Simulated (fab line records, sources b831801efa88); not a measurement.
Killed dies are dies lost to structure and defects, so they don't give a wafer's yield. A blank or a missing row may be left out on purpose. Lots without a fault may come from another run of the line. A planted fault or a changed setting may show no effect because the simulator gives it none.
fab line records | flow sky130
record lots=5 wafers=23
route steps=708 shown NWELL@77 VT_ADJUST_LVTN@99 VT_ADJUST_HVTR@133 SONOS_TUNNEL@160 SONOS_ONO@170 GATE_OXIDE@192
start_h: hours from the record's first day to the start of the lot's first wafer shown | wait_h: hours since the lot's step before | " the same as in the row above | L1.1+2: a row that stands for several wafers | - no value, or no start given | * or withheld: withheld | < > ~ a bound
route shown NAME@n: a module of which the file shows steps, and the number in the route of the first | usual: mean/standard deviation of fault-free wafers | same: alike in all rows | chamber/n: place in a boat | sites: the reading at each site | _std_site: their standard deviation | _edge_site: outer sites' mean less inner sites' | radius_mm: how far each site lies from the wafer's centre | mask NAME#n: copy n | behind: the tool/chamber that last shaped the wafer | hold: why the lot was held/for how many hours/how that ended | device: the transistor (n, p or np) that didn't switch | end of line: the same wafers' tests at the end of the route | a step without rows: its recipe alone | killed: dies lost to structure and defects at the first sort, not the wafer's yield | map: a wafer's dies, x killed, . not, _ none there
set.NAME: the setting as run; set.NAME@STEP: as run at that earlier step | model.NAME: the simulator's own value behind a step, which no gauge read
lots whose settings were changed on purpose; a table a step, a row a wafer
## steps
# step SKY_NWELL_IMPLANT_24
# recipe species=B energy_kev=140 dose_cm2=9.2e+12 tilt_deg=withheld
# columns lot.wafer tool chamber start_h wait_h set.dose_cm2
L074.1+3 implanter-02 0 126.37 0.0 9.561e+12
L074.2+4+6 " 0 " " 9.2e+12
L076.2+3+4+5+6 implanter-02 0 131.25 0.0 9.2e+12
L078.1+2+6 implanter-01 0 143.44 0.0 8.65e+12
L078.3+4 " 0 " " 9.2e+12
L080.2+4+6 implanter-04 0 148.60 0.0 9.2e+12
L084.1+3+4 implanter-02 0 164.93 0.0 9.645e+12
L084.2+6 " 0 " " 9.2e+12
# step SKY_NWELL_STRIP_25
# recipe chemistry=O2/N2 power_w=1400 pressure_mtorr=1500 platen_temp_c=withheld o2_flow_sccm=3000 n2_flow_sccm=300 overash_fraction=0.5
# step SKY_NWELL_TW_MEAS_26
# usual NWELL_2_TW=495.0/2
# columns lot.wafer tool chamber start_h wait_h set.dose_cm2@NWELL_IMPLANT_24 NWELL_2_TW
L074.1 film_metro-02 - 126.62 0.1 9.561e+12 502.2
L074.2 " - " " 9.2e+12 495.0
L074.3 " - " " 9.561e+12 498.6
L074.4 " - " " 9.2e+12 493.5
L074.6 " - " " 9.2e+12 491.6
L076.2 film_metro-01 - 131.48 0.1 9.2e+12 496.4
L076.3 " - " " 9.2e+12 499.4
L076.4 " - " " 9.2e+12 496.8
L076.5 " - " " 9.2e+12 495.0
L076.6 " - " " 9.2e+12 494.1
L078.1 film_metro-02 - 143.69 0.1 8.65e+12 488.7
L078.2 " - " " 8.65e+12 481.7
L078.3 " - " " 9.2e+12 498.3
L078.4 " - " " 9.2e+12 492.6
L078.6 " - " " 8.65e+12 485.8
L080.2 film_metro-04 - 148.83 0.1 9.2e+12 493.9
L080.4 " - " " 9.2e+12 493.4
L080.6 " - " " 9.2e+12 495.0
L084.1 film_metro-01 - 165.18 0.1 9.645e+12 503.3
L084.2 " - " " 9.2e+12 496.2
L084.3 " - " " 9.645e+12 503.4
L084.4 " - " " 9.645e+12 501.6
L084.6 " - " " 9.2e+12 497.8
# step SKY_NWELL_CLEAN_27
# recipe chemistry=SC1/SC2 mix=1:4:20 temp_c=70 time_s=150 dry=n2_spin
# step SKY_NWELL_RTA_28
# recipe temp_c=1050 time_s=30 idle_temp_c=650 ramp_up_c_per_s=150 ramp_down_c_per_s=90 ambient=N2
# step SKY_NWELL_RS_MEAS_29
# recipe thk_meas_gauge=four-point-probe
# usual NWELL_RS=624.9/1.4
# columns lot.wafer tool chamber start_h wait_h set.dose_cm2@NWELL_IMPLANT_11 NWELL_RS[ohm/sq]
L074.1 film_metro-01 - 126.88 0.1 1.821e+13 639.7
L074.2 " - " " 1.9e+13 626.5
L074.3 " - " " 1.821e+13 640.1
L074.4 " - " " 1.9e+13 624.8
L074.6 " - " " 1.821e+13 640.1
L076.2 film_metro-01 - 131.75 0.1 1.9e+13 625.2
L076.3 " - " " 1.761e+13 652.7
L076.4 " - " " 1.761e+13 649.7
L076.5 " - " " 1.9e+13 622.2
L076.6 " - " " 1.9e+13 626.2
L078.1 film_metro-01 - 143.96 0.1 1.782e+13 646.2
L078.2 " - " " 1.9e+13 624.6
L078.3 " - " " 1.9e+13 621.6
L078.4 " - " " 1.782e+13 644.0
L078.6 " - " " 1.9e+13 623.3
L080.2 film_metro-02 - 149.05 0.1 1.9e+13 623.5
L080.4 " - " " 1.9e+13 624.6
L080.6 " - " " 1.9e+13 623.4
L084.1 film_metro-04 - 165.39 0.1 1.9e+13 624.7
L084.2 " - " " 1.861e+13 631.9
L084.3 " - " " 1.9e+13 624.5
L084.4 " - " " 1.861e+13 630.6
L084.6 " - " " 1.861e+13 631.0
# step SKY_VT_ADJUST_LVTN_COAT_02
# recipe spin_rpm=2000 resist_thk_nm=3000
# columns lot.wafer tool chamber start_h wait_h set.resist_thk_nm model.coat_of_VT_ADJUST_LVTN_COAT_02.thk_nm
L074.1 litho_track-01 0 155.64 0.1 2850 2847
L074.2 " 0 " " 2850 2846
L074.3 " 0 " " 3000 2996
L074.4 " 0 " " 3000 2998
L074.6 " 0 " " 2850 2855
L076.2 litho_track-02 0 161.31 0.1 3129 3127
L076.3 " 0 " " 3129 3122
L076.4 " 0 " " 3000 2999
L076.5 " 0 " " 3129 3133
L076.6 " 0 " " 3000 3005
L078.1+4 litho_track-04 0 172.36 0.1 3000 3002
L078.2+3 " 0 " " 3000 3006
L078.6 " 0 " " 3000 3001
L080.2+6 litho_track-02 0 178.36 0.1 3000 2993
L080.4 " 0 " " 3000 2992
L084.1 litho_track-01 0 196.19 0.1 2915 2918
L084.2 " 0 " " 3000 3006
L084.3 " 0 " " 2915 2913
L084.4 " 0 " " 3000 2999
L084.6 " 0 " " 2915 2910
# step SKY_VT_ADJUST_LVTN_SOFTBAKE_03
# recipe temp_c=110 time_s=withheld
# step SKY_VT_ADJUST_LVTN_EXPOSE_04
# recipe mask_id=NWM_COMPLEMENT_LESS_NATIVE na=0.6 source_shape=conventional sigma_outer=0.6 polarization=unpolarized target_cd_nm=840 dose_mj=194
# step SKY_VT_ADJUST_LVTN_IMPLANT_08
# recipe species=B energy_kev=30 dose_cm2=1.598e+12 tilt_deg=withheld
# step SKY_VT_ADJUST_LVTN_STRIP_09
# recipe chemistry=O2/N2 power_w=1400 pressure_mtorr=1500 platen_temp_c=withheld o2_flow_sccm=3000 n2_flow_sccm=300 overash_fraction=0.5
# usual strip_time_to_endpoint_s=36.92/0.092
# columns lot.wafer tool chamber start_h wait_h set.resist_thk_nm@VT_ADJUST_LVTN_COAT_02 strip_time_to_endpoint_s
L074.1 plasma_asher-03 1 165.87 0.1 2850 35.18
L074.2 " 0 " " 2850 35.17
L074.3 " 0 " " 3000 36.89
L074.4 " 1 " " 3000 36.88
L074.6 " 1 " " 2850 35.24
L076.2 plasma_asher-03 1 170.97 0.1 3129 38.38
L076.3 " 0 " " 3129 38.33
L076.4 " 1 " " 3000 36.90
L076.5 " 0 " " 3129 38.43
L076.6 " 1 " " 3000 36.97
L078.1 plasma_asher-02 1 183.14 0.1 3000 36.93
L078.2 " 0 " " 3000 36.98
L078.3 " 1 " " 3000 37.00
L078.4 " 0 " " 3000 36.92
L078.6 " 0 " " 3000 36.92
L080.2 plasma_asher-03 1 189.04 0.1 3000 36.82
L080.4 " 0 " " 3000 36.82
L080.6 " 0 " " 3000 36.83
L084.1 plasma_asher-03 0 207.62 0.1 2915 36.00
L084.2 " 1 " " 3000 36.96
L084.3 " 0 " " 2915 35.91
L084.4 " 1 " " 3000 36.91
L084.6 " 1 " " 2915 35.88
# step SKY_VT_ADJUST_HVTR_COAT_02
# recipe resist=NOVOLAK spin_rpm=3000 resist_thk_nm=1140
# columns lot.wafer tool chamber start_h wait_h set.spin_rpm model.NOVOLAK_of_VT_ADJUST_HVTR_COAT_02.thk_nm
L074.1 litho_track-02 0 219.03 0.1 2894 1164
L074.2 " 0 " " 3000 1140
L074.3 " 0 " " 3000 1146
L074.4 " 0 " " 2894 1162
L074.6 " 0 " " 2894 1161
L076.2 litho_track-03 0 224.50 0.1 3157 1112
L076.3 " 0 " " 3157 1111
L076.4 " 0 " " 3157 1114
L076.5 " 0 " " 3000 1141
L076.6 " 0 " " 3000 1142
L078.1+3 litho_track-03 0 238.18 0.1 3000 1135
L078.2 " 0 " " 3000 1137
L078.4 " 0 " " 3158 1111
L078.6 " 0 " " 3158 1109
L080.2+4 litho_track-04 0 243.98 0.1 3000 1143
L080.6 " 0 " " 3000 1142
L084.1 litho_track-03 0 265.73 0.1 2904 1159
L084.2 " 0 " " 2904 1157
L084.3+4+6 " 0 " " 3000 1139
# step SKY_VT_ADJUST_HVTR_IMPLANT_09
# recipe species=B energy_kev=10 dose_cm2=2.1e+12 tilt_deg=withheld
# columns lot.wafer tool chamber start_h wait_h set.energy_kev model.implant.rp_nm model.implant.drp_nm
L074.1+3+6 implanter-02 0 230.68 0.0 10 33.02 17.11
L074.2+4 " 0 " " 10.29 33.97 17.46
L076.2+3+4+5+6 implanter-02 0 235.29 0.0 10 33.05 17.11
L078.1+2+3+4+6 implanter-01 0 250.09 0.0 10 33 17.11
L080.2+4+6 implanter-01 0 256.19 0.0 10 33.95 17.11
L084.1+3+6 implanter-02 0 277.38 0.0 10 31.87 17.11
L084.2+4 " 0 " " 10.49 33.41 17.69
# step SKY_VT_ADJUST_HVTR_STRIP_10
# recipe chemistry=O2/N2 power_w=1400 pressure_mtorr=1500 platen_temp_c=withheld o2_flow_sccm=3000 n2_flow_sccm=300 overash_fraction=0.5
# usual strip_time_to_endpoint_s=14.16/0.046
# columns lot.wafer tool chamber start_h wait_h set.spin_rpm@VT_ADJUST_HVTR_COAT_02 strip_time_to_endpoint_s
L074.1 plasma_asher-04 0 230.83 0.1 2894 14.44
L074.2 " 1 " " 3000 14.19
L074.3 " 0 " " 3000 14.25
L074.4 " 1 " " 2894 14.40
L074.6 " 0 " " 2894 14.40
L076.2 plasma_asher-04 1 235.41 0.1 3157 13.84
L076.3 " 0 " " 3157 13.84
L076.4 " 1 " " 3157 13.85
L076.5 " 1 " " 3000 14.19
L076.6 " 0 " " 3000 14.20
L078.1 plasma_asher-02 1 250.24 0.1 3000 14.10
L078.2 " 0 " " 3000 14.13
L078.3 " 0 " " 3000 14.11
L078.4 " 1 " " 3158 13.85
L078.6 " 1 " " 3158 13.81
L080.2 plasma_asher-02 0 256.31 0.1 3000 14.24
L080.4 " 1 " " 3000 14.22
L080.6 " 0 " " 3000 14.19
L084.1 plasma_asher-04 0 277.53 0.1 2904 14.37
L084.2 " 1 " " 2904 14.33
L084.3 " 0 " " 3000 14.16
L084.4 " 1 " " 3000 14.16
L084.6 " 0 " " 3000 14.18
# step SKY_VT_ADJUST_HVTR_TW_MEAS_11
# usual VT_ADJUST_HVTR_TW=210.4/1.1
# columns lot.wafer tool chamber start_h wait_h set.energy_kev@VT_ADJUST_HVTR_IMPLANT_09 VT_ADJUST_HVTR_TW
L074.1 film_metro-01 - 230.93 0.1 10 211.3
L074.2 " - " " 10.29 214.4
L074.3 " - " " 10 211.5
L074.4 " - " " 10.29 212.2
L074.6 " - " " 10 210.7
L076.2 film_metro-02 - 235.52 0.1 10 209.4
L076.3 " - " " 10 209.9
L076.4 " - " " 10 209.6
L076.5 " - " " 10 209.8
L076.6 " - " " 10 209.0
L078.1 film_metro-01 - 250.34 0.1 10 210.2
L078.2 " - " " 10 210.2
L078.3 " - " " 10 211.3
L078.4 " - " " 10 210.8
L078.6 " - " " 10 211.2
L080.2 film_metro-01 - 256.42 0.1 10 212.0
L080.4 " - " " 10 210.7
L080.6 " - " " 10 211.5
L084.1 film_metro-02 - 277.63 0.1 10 209.4
L084.2 " - " " 10.49 212.9
L084.3 " - " " 10 209.2
L084.4 " - " " 10.49 212.9
L084.6 " - " " 10 209.6
# step SKY_SONOS_TUNNEL_DEVELOP_06
# recipe resist=NOVOLAK developer=TMAH develop_time_s=60 dev_temp_c=23
# columns lot.wafer tool chamber start_h wait_h set.dev_temp_c
L074.1+6 litho_track-01 0 277.59 0.1 23
L074.2+3+4 " 0 " " 26.71
L076.2+3+5 litho_track-02 0 283.66 0.1 26.61
L076.4+6 " 0 " " 23
L078.1+4 litho_track-04 0 298.61 0.1 23
L078.2+3+6 " 0 " " 26.39
L080.2+4+6 litho_track-01 0 305.36 0.1 23
L084.1+2+3+4+6 litho_track-01 0 327.64 0.1 23
# step SKY_SONOS_TUNNEL_CD_MEAS_07
# recipe target_cd_nm=410
# usual cd_nm=410.2/2
# columns lot.wafer tool chamber start_h wait_h set.dev_temp_c@SONOS_TUNNEL_DEVELOP_06 cd_nm
L074.1 cd_sem-02 - 277.74 0.1 23 409.4
L074.2 " - " " 26.71 396.8
L074.3 " - " " 26.71 398.7
L074.4 " - " " 26.71 397.1
L074.6 " - " " 23 409.5
L076.2 cd_sem-01 - 283.80 0.1 26.61 396.6
L076.3 " - " " 26.61 395.5
L076.4 " - " " 23 408.3
L076.5 " - " " 26.61 396.8
L076.6 " - " " 23 408.8
L078.1 cd_sem-02 - 298.76 0.1 23 410.5
L078.2 " - " " 26.39 400.3
L078.3 " - " " 26.39 401.2
L078.4 " - " " 23 412.2
L078.6 " - " " 26.39 401.8
L080.2 cd_sem-01 - 305.51 0.1 23 409.4
L080.4 " - " " 23 407.7
L080.6 " - " " 23 405.2
L084.1 cd_sem-01 - 327.79 0.1 23 408.8
L084.2 " - " " 23 409.0
L084.3 " - " " 23 407.0
L084.4 " - " " 23 410.3
L084.6 " - " " 23 408.7
# step SKY_SONOS_ONO_CVD_02
# recipe material=Si3N4 precursor=DCS/NH3 target_thk_nm=10.5 temp_c=770 time_s=180 pressure_mtorr=250
# columns lot.wafer tool chamber start_h wait_h set.time_s model.Si3N4_of_SONOS_ONO_CVD_02.thk_nm
L074.1 - - - 2.3 196.3 11.32
L074.2 " - " " 196.3 11.45
L074.3 " - " " 196.3 11.35
L074.4 " - " " 196.3 11.38
L074.6 " - " " 196.3 11.36
L076.2 - - - 0.0 156.8 8.928
L076.3 " - " " 156.8 8.995
L076.4 " - " " 156.8 8.967
L076.5 " - " " 156.8 8.862
L076.6 " - " " 156.8 8.951
L078.1 - - - 1.9 157.7 9.264
L078.2 " - " " 157.7 9.205
L078.3 " - " " 157.7 9.291
L078.4 " - " " 157.7 9.26
L078.6 " - " " 157.7 9.289
L080.2 lpcvd-02 1 314.99 6.4 180 10.53
L080.4 " 1 " " 180 10.52
L080.6 " 1 " " 180 10.4
L084.1 - - - 0.5 159.9 9.111
L084.2 " - " " 159.9 9.124
L084.3 " - " " 159.9 8.989
L084.4 " - " " 159.9 9.034
L084.6 " - " " 159.9 9.14
# step SKY_SONOS_ONO_THK_MEAS_03
# recipe reads=Si3N4_of_SONOS_ONO_CVD_02
# usual SONOS_ONO_CVD_02_THK=10.44/0.14
# columns lot.wafer tool chamber start_h wait_h set.time_s@SONOS_ONO_CVD_02 SONOS_ONO_CVD_02_THK[nm]
L074.1 film_metro-01 - - - 196.3 11.30
L074.2 " - " " 196.3 11.45
L074.3 " - " " 196.3 11.36
L074.4 " - " " 196.3 11.37
L074.6 " - " " 196.3 11.40
L076.2 film_metro-04 - - - 156.8 8.92
L076.3 " - " " 156.8 8.96
L076.4 " - " " 156.8 8.92
L076.5 " - " " 156.8 8.83
L076.6 " - " " 156.8 8.93
L078.1 film_metro-03 - - - 157.7 9.29
L078.2 " - " " 157.7 9.18
L078.3 " - " " 157.7 9.29
L078.4 " - " " 157.7 9.29
L078.6 " - " " 157.7 9.28
L080.2 film_metro-03 - 316.58 0.0 180 10.53
L080.4 " - " " 180 10.51
L080.6 " - " " 180 10.42
L084.1 film_metro-04 - - - 159.9 9.14
L084.2 " - " " 159.9 9.14
L084.3 " - " " 159.9 9.03
L084.4 " - " " 159.9 9.06
L084.6 " - " " 159.9 9.10
# step SKY_SONOS_ONO_EXPOSE_10
# recipe mask_id=ONOM target_cd_nm=410 na=0.6 source_shape=conventional sigma_outer=0.6 dose_mj=150
# columns lot.wafer tool chamber start_h wait_h mask set.dose_mj
L074.1+4 iline_stepper-01 0 - - ONOM#0 141.8
L074.2+3+6 " 0 " " ONOM#0 150
L076.2+4+5 iline_stepper-02 0 - - ONOM#0 150
L076.3+6 " 0 " " ONOM#0 159.6
L078.1+2+6 iline_stepper-02 0 - - ONOM#0 153.4
L078.3+4 " 0 " " ONOM#0 150
L080.2+4+6 iline_stepper-01 0 - - ONOM#0 150
L084.1+2+4 iline_stepper-01 0 - - ONOM#0 150
L084.3+6 " 0 " " ONOM#0 157.3
# step SKY_SONOS_ONO_PEB_11
# recipe temp_c=withheld time_s=* resist=NOVOLAK
# step SKY_SONOS_ONO_DEVELOP_12
# recipe develop_time_s=60 dev_temp_c=23
# step SKY_SONOS_ONO_CD_MEAS_13
# recipe target_cd_nm=410
# usual cd_nm=409.9/1.7
# columns lot.wafer tool chamber start_h wait_h set.dose_mj@SONOS_ONO_EXPOSE_10 cd_nm
L074.1 cd_sem-02 - 309.39 0.1 141.8 427.1
L074.2 " - " " 150 412.8
L074.3 " - " " 150 412.7
L074.4 " - " " 141.8 427.3
L074.6 " - " " 150 413.5
L076.2 cd_sem-02 - 313.80 0.1 150 408.7
L076.3 " - " " 159.6 392.7
L076.4 " - " " 150 408.6
L076.5 " - " " 150 410.3
L076.6 " - " " 159.6 394.3
L078.1 cd_sem-01 - 330.53 0.1 153.4 402.9
L078.2 " - " " 153.4 403.1
L078.3 " - " " 150 410.5
L078.4 " - " " 150 411.2
L078.6 " - " " 153.4 403.5
L080.2 cd_sem-02 - 343.96 0.1 150 408.6
L080.4 " - " " 150 407.9
L080.6 " - " " 150 406.3
L084.1 cd_sem-01 - 360.73 0.1 150 411.2
L084.2 " - " " 150 409.8
L084.3 " - " " 157.3 399.3
L084.4 " - " " 150 411.7
L084.6 " - " " 157.3 396.9
# step SKY_SONOS_ONO_ETCH_15
# recipe target_depth_nm=19.52 chemistry=CHF3/O2 source_w=600 bias_w=200 pressure_mtorr=40 chf3_flow_sccm=50 O2_flow_sccm=5 time_s=7.8
# columns lot.wafer tool chamber start_h wait_h set.dose_mj@SONOS_ONO_EXPOSE_10 model.SONOS_ONO.cd_nm
L074.1 rie_diel-01 2 309.54 0.0 141.8 427.3
L074.2 " 3 " " 150 412.7
L074.3 " 0 " " 150 412.6
L074.4 " 1 " " 141.8 427.1
L074.6 " 3 " " 150 413.6
L076.2 rie_diel-01 2 313.93 0.0 150 409
L076.3 " 3 " " 159.6 392.5
L076.4 " 0 " " 150 408.7
L076.5 " 3 " " 150 410.1
L076.6 " 0 " " 159.6 394.3
L078.1 rie_diel-01 3 330.69 0.0 153.4 402.9
L078.2 " 0 " " 153.4 403.3
L078.3 " 1 " " 150 409.9
L078.4 " 2 " " 150 411.4
L078.6 " 2 " " 153.4 403.9
L080.2 rie_diel-03 0 344.09 0.0 150 408.6
L080.4 " 1 " " 150 408.2
L080.6 " 1 " " 150 406.4
L084.1 rie_diel-02 2 360.89 0.0 150 411
L084.2 " 3 " " 150 409.9
L084.3 " 0 " " 157.3 399.3
L084.4 " 1 " " 150 411.7
L084.6 " 3 " " 157.3 396.6
# step SKY_GATE_OXIDE_COAT_05
# recipe resist=NOVOLAK spin_rpm=3000 resist_thk_nm=1140
# columns lot.wafer tool chamber start_h wait_h set.resist_thk_nm model.NOVOLAK_of_GATE_OXIDE_COAT_05.thk_nm
L074.1+6 litho_track-03 0 323.93 0.1 1140 1140
L074.2 " 0 " " 1140 1139
L074.3 " 0 " " 1140 1144
L074.4 " 0 " " 1140 1141
L076.2 litho_track-04 0 328.23 0.1 1158 1162
L076.3+4 " 0 " " 1140 1141
L076.5 " 0 " " 1140 1145
L076.6 " 0 " " 1158 1161
L078.1 litho_track-04 0 346.21 0.1 1140 1143
L078.2+6 " 0 " " 1197 1201
L078.3 " 0 " " 1140 1141
L078.4 " 0 " " 1140 1140
L080.2 litho_track-03 0 359.55 0.1 1140 1140
L080.4 " 0 " " 1140 1143
L080.6 " 0 " " 1140 1138
L084.1 litho_track-04 0 376.86 0.1 1088 1091
L084.2+6 " 0 " " 1140 1141
L084.3 " 0 " " 1088 1090
L084.4 " 0 " " 1140 1140
## key
split step=SKY_NWELL_IMPLANT_24 setting=dose_cm2 stated=9.2e+12 by=wafer
response step=SKY_NWELL_TW_MEAS_26 reading=NWELL_2_TW change=+1.55 per=1% r=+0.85
split step=SKY_VT_ADJUST_LVTN_COAT_02 setting=resist_thk_nm stated=3000 by=wafer
response step=SKY_VT_ADJUST_LVTN_COAT_02 reading=model.coat_of_VT_ADJUST_LVTN_COAT_02.thk_nm change=+29.7 per=1% r=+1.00
response step=SKY_VT_ADJUST_LVTN_STRIP_09 reading=strip_time_to_endpoint_s change=* per=1% r=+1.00
split step=SKY_VT_ADJUST_HVTR_COAT_02 setting=spin_rpm stated=3000 by=wafer
response step=SKY_VT_ADJUST_HVTR_COAT_02 reading=model.NOVOLAK_of_VT_ADJUST_HVTR_COAT_02.thk_nm change=-5.36 per=1% r=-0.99
response step=SKY_VT_ADJUST_HVTR_STRIP_10 reading=strip_time_to_endpoint_s change=* per=1% r=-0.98
split step=SKY_VT_ADJUST_HVTR_IMPLANT_09 setting=energy_kev stated=10 by=wafer
response step=SKY_VT_ADJUST_HVTR_IMPLANT_09 reading=model.implant.rp_nm change=+0.317 per=1% r=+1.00
response step=SKY_VT_ADJUST_HVTR_IMPLANT_09 reading=model.implant.drp_nm change=+0.118 per=1% r=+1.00
response step=SKY_VT_ADJUST_HVTR_TW_MEAS_11 reading=VT_ADJUST_HVTR_TW change=+0.714 per=1% r=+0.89
split step=SKY_SONOS_TUNNEL_DEVELOP_06 setting=dev_temp_c stated=23 by=wafer
response step=SKY_SONOS_TUNNEL_CD_MEAS_07 reading=cd_nm change=-0.741 per=1% r=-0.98
split step=SKY_SONOS_ONO_CVD_02 setting=time_s stated=180 by=lot
response step=SKY_SONOS_ONO_CVD_02 reading=model.Si3N4_of_SONOS_ONO_CVD_02.thk_nm change=+0.108 per=1% r=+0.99
response step=SKY_SONOS_ONO_THK_MEAS_03 reading=SONOS_ONO_CVD_02_THK change=+0.108 per=1% r=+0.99
split step=SKY_SONOS_ONO_EXPOSE_10 setting=dose_mj stated=150 by=wafer
response step=SKY_SONOS_ONO_CD_MEAS_13 reading=cd_nm change=-2.59 per=1% r=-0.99
response step=SKY_SONOS_ONO_ETCH_15 reading=model.SONOS_ONO.cd_nm change=-2.59 per=1% r=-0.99
split step=SKY_GATE_OXIDE_COAT_05 setting=resist_thk_nm stated=1140 by=wafer
response step=SKY_GATE_OXIDE_COAT_05 reading=model.NOVOLAK_of_GATE_OXIDE_COAT_05.thk_nm change=+11.6 per=1% r=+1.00
split outside_this_file step=SKY_NWELL_IMPLANT_11 setting=dose_cm2
# split outside_this_file: this setting was split too, and the file shows its column; the key of that split is in another file
